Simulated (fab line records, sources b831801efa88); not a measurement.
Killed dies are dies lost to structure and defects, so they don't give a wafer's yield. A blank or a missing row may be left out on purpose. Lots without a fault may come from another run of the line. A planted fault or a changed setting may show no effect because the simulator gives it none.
Which tool did it? | flow sky130 | 6 lots, 18 wafers sampled, at 3 steps of a route of 708

WHAT THE GAUGES READ, wafer by wafer
SKY_NWELL_TW_MEAS_15.
lot  | measured     | on            | NWELL_TW
L569 | day 6 04:11  | film_metro-02 | 1816 1833 1823
L574 | day 7 01:47  | film_metro-03 | 1816 1813 1818
L576 | day 7 04:19  | film_metro-02 | 1857 1851 1845
L578 | day 7 15:13  | film_metro-03 | 1828 1817 1822
L587 | day 9 20:52  | film_metro-04 | 1647 1647 1651
L589 | day 10 03:40 | film_metro-04 | 1829 1834 1835

WHICH TOOL RAN EACH LOT (tool, then ch and the chambers of the sampled wafers, then the start)
lot  | SKY_PWDE_STRIP_09                   | SKY_NWELL_IMPLANT_11
L569 | plasma_asher-01 ch 0,1, day 5 09:21 | implanter-03 ch 0, day 6 03:40
L574 | plasma_asher-03 ch 0,1, day 6 05:42 | implanter-03 ch 0, day 7 01:16
L576 | plasma_asher-04 ch 0,1, day 6 08:21 | implanter-03 ch 0, day 7 03:48
L578 | plasma_asher-04 ch 0,1, day 6 19:56 | implanter-01 ch 0, day 7 14:40
L587 | plasma_asher-01 ch 0,1, day 8 21:48 | implanter-01 ch 0, day 9 20:19
L589 | plasma_asher-04 ch 0,1, day 9 04:55 | implanter-03 ch 0, day 10 03:07
- SKY_PWDE_STRIP_09: strips in O2/N2.
- SKY_NWELL_IMPLANT_11

THE ANSWER, worked out from the rows above alone
Rule: what is usual is taken from the lots themselves. Put in order of their means at a reading, lots are off if they are a third of the lots or fewer, leave a main group of 4 or more, and stand apart from it by a gap of 3 or more times the standard deviation of the main group's means; of several such gaps the widest counts. A main group whose means are all the same, to the digits that the tables above print for the reading, isn't used. A lot without any number at a reading at which 4 lots or more have one is off too. The other lots that the step has rows for count as sound.
Off: L587, at SKY_NWELL_TW_MEAS_15 (NWELL_TW). The main group: mean 1829, standard deviation 12.
A tool fits if, at a process step before that reading, it ran every lot that is off, and no sound lot after the first of them. The gauges at SKY_NWELL_TW_MEAS_15 are tried like those tools. Can't be told from this: 2 tools fit, plasma_asher-01 at SKY_PWDE_STRIP_09, implanter-01 at SKY_NWELL_IMPLANT_11.

WHAT THE SIMULATOR HAD PUT IN
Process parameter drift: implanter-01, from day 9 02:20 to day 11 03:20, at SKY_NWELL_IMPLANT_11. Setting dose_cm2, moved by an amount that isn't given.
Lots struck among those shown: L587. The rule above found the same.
